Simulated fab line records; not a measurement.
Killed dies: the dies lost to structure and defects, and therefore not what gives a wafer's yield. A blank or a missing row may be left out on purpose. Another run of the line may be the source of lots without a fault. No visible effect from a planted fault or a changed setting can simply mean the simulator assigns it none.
Chamber matching :: flow gf180mcu :: cmp-01 running GF_V3_CMP_04: 4 sister chambers
The step polishes SiO2. 4 wafers are shown with their chamber, then 7 later ones without.

WAFERS WITH THEIR CHAMBER
wafer: L816.3
chamber: 3
motor_current_A (A): 13.5

wafer: L820.3
chamber: 1
motor_current_A (A): 12.1

wafer: L830.3
chamber: 2
motor_current_A (A): 11.3

wafer: L830.5
chamber: 0
motor_current_A (A): 11.9

WAFERS WHOSE CHAMBER IS MISSING
wafer: L830.6
motor_current_A (A): 12.3

wafer: L831.1
motor_current_A (A): 11.7

wafer: L831.2
motor_current_A (A): 12.1

wafer: L831.4
motor_current_A (A): 12.0

wafer: L834.1
motor_current_A (A): 12.0

wafer: L834.3
motor_current_A (A): 11.3

wafer: L834.6
motor_current_A (A): 13.9

CHAMBER TAKEN BY EACH
wafer: L830.6
from the rows above: can't be placed: 1 or 0
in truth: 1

wafer: L831.1
from the rows above: can't be placed: 0 or 2 or 1
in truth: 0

wafer: L831.2
from the rows above: can't be placed: 1 or 0
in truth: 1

wafer: L831.4
from the rows above: can't be placed: 0 or 1
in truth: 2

wafer: L834.1
from the rows above: can't be placed: 0 or 1
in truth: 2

wafer: L834.3
from the rows above: 2
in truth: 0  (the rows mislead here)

wafer: L834.6
from the rows above: 3
in truth: 3
Correctly placed: 1 of 7. These rows do not allow placing 5 (true chamber among the candidates in 3). 1 placed wrongly.
How it was worked out, from the rows above alone: a wafer's distance from a chamber is the root of the sum, over the readings, of the square of ((its reading less the chamber's mean) divided by the reading's scatter). If the next closest chamber is less than 2 further off than the closest, the wafer can't be placed; otherwise it belongs to the closest. For every chamber, the mean is computed from those of its wafers that are shown. The scatter: with one shown wafer a chamber, the root of the mean of the squares of how far each hidden wafer lies from its nearest shown one.
